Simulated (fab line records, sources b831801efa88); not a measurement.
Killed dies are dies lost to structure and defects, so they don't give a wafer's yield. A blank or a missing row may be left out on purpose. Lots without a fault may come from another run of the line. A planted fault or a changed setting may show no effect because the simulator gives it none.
A struck lot beside a sound one | flow sfq_line | 41 steps out of a route of 325
Sound: wafers L569.1, L569.4, L569.5. Struck: wafers L559.2, L559.5, L559.6. The cause comes at the end.
At each step with rows: each side's tool, then ch and its chambers, then its first start. Under that, the readings that differ: sound wafers | struck wafers | difference of the means | sigmas: that difference in standard deviations of wafers without a fault.
alike: readings whose means differ by less than 2 such deviations, and words and numbers that are the same on both sides. not compared: withheld readings, readings that some wafer has no value for, bounds like >300 that may hide the same value, and numbers for which the record gives no deviation and whose values overlap.
The two part at a step that has a row with sigmas, a row that says differs or no value, or rows on one side only. Numbers that don't overlap but have no deviation are shown without sigmas and don't part them. A reading that every wafer of one side lacks parts them only if that side has two wafers or more.

SFQ_I3_OVL_MEAS_923:
  sound on overlay-01, day 50 12:11; struck on overlay-02, day 41 21:10
  alike: I3_OVL
then, 5 steps without rows for these wafers: SFQ_TRILAYER_I3_VIA_BARC_OPEN_VIA_ETCH_121 (etches BARC in O2, target depth 125 nm, time 41.7 s); SFQ_TRILAYER_I3_VIA_ETCH_VIA_ETCH_088 (etches SiO2 in CHF3, stops on Nb, target depth 260 nm); SFQ_TRILAYER_I3_VIA_STRIP_STRIP_089 (strips in O2); SFQ_TRILAYER_I3_VIA_STRIP_SOLV_CLEAN_090 (cleans in NMP, time 600 s); SFQ_TRILAYER_M4_DEP_PRE_CLEAN_092 (time 22.5 s).
SFQ_TRILAYER_M4_DEP_SPUTTER_091: material Nb, target thk 200 nm, time 133.3 s.
  sound on pvd_sputter-03, day 50 13:10; struck on pvd_sputter-04, day 41 22:21
  alike: resputter_cathode_voltage_v, throttle_valve_pct
SFQ_M4_RS_MEAS_924: measures by four-point-probe.
  sound on film_metro-03, day 50 13:16; struck on film_metro-03, day 41 22:28
  alike: M4_NB_RS
then, 3 steps without rows for these wafers: SFQ_TRILAYER_M4_LITHO_COAT_098 (resist thk 62 nm); SFQ_TRILAYER_M4_LITHO_COAT_093 (resist thk 600 nm); SFQ_TRILAYER_M4_LITHO_SOFTBAKE_097.
-- the record jumps here: 6 days lie between the struck wafers' starts before and after --
SFQ_TRILAYER_M4_LITHO_EXPOSE_094: exposes mask M4, target cd 500 nm.
  sound on krf_scanner-02 ch 0, day 55 18:29; struck on krf_scanner-01 ch 0, day 47 19:42
  reading              | sound                | struck               | difference | sigmas
  exposure_dose_mJ_cm2 | 14.389 14.392 14.408 | 18.839 18.842 18.829 | +4.440     | +99 or more
  alike: mask, reticle_temp_C
then, 2 steps without rows for these wafers: SFQ_TRILAYER_M4_LITHO_PEB_096 (peb time 60 s); SFQ_TRILAYER_M4_LITHO_DEVELOP_095 (time 60 s).
SFQ_M4_OVL_MEAS_926:
  sound on overlay-01, day 55 19:59; struck on overlay-01, day 47 21:01
  alike: M4_OVL
SFQ_TRILAYER_M4_BARC_OPEN_METAL_ETCH_123: etches BARC in O2, target depth 125 nm, time 41.7 s.
  sound on rie_metal-02 ch 0,1, day 55 20:01; struck on rie_metal-02 ch 0,1, day 47 21:02
  reading             | sound             | struck            | difference | sigmas
  model.M4.cd_nm (nm) | 499.8 500.8 500.7 | 456.6 457.7 457.1 | -43.3      |
  alike: drypump_motor_current_A, oes_product_au
  not compared: rf_hours_counter_h
SFQ_TRILAYER_M4_ETCH_METAL_ETCH_096: etches Nb in Cl2/Ar, stops on SiO2, target depth 240 nm, time 120 s.
  sound on rie_metal-02 ch 0,1, day 55 20:04; struck on rie_metal-02 ch 0,1, day 47 21:06
  reading             | sound           | struck            | difference | sigmas
  model.M4.cd_nm (nm) | 499 500.6 500.5 | 457.1 458.6 455.7 | -42.9      |
  alike: drypump_motor_current_A, oes_product_au
  not compared: rf_hours_counter_h
SFQ_TRILAYER_M4_STRIP_STRIP_097: strips in O2.
  sound on rie_metal-02 ch 0,1, day 55 20:12; struck on rie_metal-02 ch 0,1, day 47 21:13
  alike: drypump_motor_current_A, oes_product_au
  not compared: rf_hours_counter_h
then, 1 step without rows for these wafers: SFQ_TRILAYER_M4_STRIP_SOLV_CLEAN_098 (cleans in NMP, time 600 s).
SFQ_TRILAYER_I4_DEP_PECVD_099: deposits SiO2 from SiH4/N2O, time 111.11 s, target thk 500 nm.
  sound on pecvd-01 ch 0,1,2, day 55 20:58; struck on pecvd-02 ch 0,1, day 47 22:00
  reading            | sound     | struck   | difference | sigmas
  heater_power_w (W) | 110 86 98 | 62 64 61 | -36        | -2
  alike: throttle_valve_pct
then, 1 step without rows for these wafers: SFQ_TRILAYER_I4_CMP_CMP_100 (polishes SiO2).
SFQ_I4_BOW_MEAS_927:
  sound on film_metro-04, day 56 08:18; struck on film_metro-04, day 48 03:03
  alike: I4_BOW
then, 7 steps without rows for these wafers: SFQ_TRILAYER_I4_METRO_MEASURE_101; SFQ_TRILAYER_I4_VIA_LITHO_COAT_108 (resist thk 62 nm); SFQ_TRILAYER_I4_VIA_LITHO_COAT_103 (resist thk 650 nm); SFQ_TRILAYER_I4_VIA_LITHO_SOFTBAKE_107; SFQ_TRILAYER_I4_VIA_LITHO_EXPOSE_104 (exposes mask I4, target cd 700 nm); SFQ_TRILAYER_I4_VIA_LITHO_PEB_106 (peb time 60 s); SFQ_TRILAYER_I4_VIA_LITHO_DEVELOP_105 (time 60 s).
-- the record jumps here: 5 days lie between the struck wafers' starts before and after --
SFQ_I4_OVL_MEAS_928:
  sound on overlay-01, day 60 07:07; struck on overlay-01, day 53 07:28
  alike: I4_OVL
then, 1 step without rows for these wafers: SFQ_TRILAYER_I4_VIA_BARC_OPEN_VIA_ETCH_146 (etches BARC in O2, target depth 125 nm, time 41.7 s).
SFQ_TRILAYER_I4_VIA_ETCH_VIA_ETCH_106: etches SiO2 in CHF3, stops on Nb, target depth 260 nm.
  sound on rie_diel-02 ch 1,3, day 60 07:11; struck on rie_diel-02 ch 0,1,3, day 53 07:32
  alike: drypump_motor_current_A, oes_product_au
then, 3 steps without rows for these wafers: SFQ_TRILAYER_I4_VIA_STRIP_STRIP_107 (strips in O2); SFQ_TRILAYER_I4_VIA_STRIP_SOLV_CLEAN_108 (cleans in NMP, time 600 s); SFQ_TRILAYER_JJ_TRILAYER_DEP_PRE_CLEAN_113 (time 22.5 s).
SFQ_TRILAYER_JJ_TRILAYER_DEP_SPUTTER_109: material Nb, target thk 150 nm, time 100 s.
  sound on pvd_sputter-03, day 60 08:06; struck on pvd_sputter-03, day 53 08:37
  alike: throttle_valve_pct
then, 3 steps without rows for these wafers: SFQ_TRILAYER_JJ_TRILAYER_DEP_SPUTTER_110 (material Al, target thk 8 nm, time 10 s); SFQ_TRILAYER_JJ_TRILAYER_DEP_AL_OXIDATION_111 (oxidation time 600 s); SFQ_TRILAYER_JJ_TRILAYER_DEP_SPUTTER_112 (material Nb, target thk 170 nm, time 113.3 s).
SFQ_JJ_RS_MEAS_929: measures by four-point-probe.
  sound on film_metro-01, day 60 09:17; struck on film_metro-04, day 53 09:49
  alike: JJ_NB_RS
-- the record jumps here: 24 days lie between the struck wafers' starts before and after (it left off in module JJ and takes up again in module M8, whose first step shown is number 325 of the route) --
SFQ_M8_BOW_MEAS_951:
  sound on film_metro-04, day 78 20:00; struck on film_metro-03, day 77 18:49
  reading               | sound           | struck            | difference | sigmas
  model.etest.m4.ohm_um | 1.809 1.8 1.803 | 1.954 1.941 1.961 | +0.148     |
  alike: M8_BOW

WHERE THEY PART
First at SFQ_TRILAYER_M4_LITHO_EXPOSE_094; last, within this record, at SFQ_TRILAYER_I4_DEP_PECVD_099. Later steps at which nothing parts them and some readings are alike: SFQ_I4_BOW_MEAS_927, SFQ_I4_OVL_MEAS_928, SFQ_TRILAYER_I4_VIA_ETCH_VIA_ETCH_106, SFQ_TRILAYER_JJ_TRILAYER_DEP_SPUTTER_109, SFQ_JJ_RS_MEAS_929, SFQ_M8_BOW_MEAS_951.

WHY: what the simulator had put in
Process parameter drift: krf_scanner-01, from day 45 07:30 on, at SFQ_TRILAYER_M4_LITHO_EXPOSE_094. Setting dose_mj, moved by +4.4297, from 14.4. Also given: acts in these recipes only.
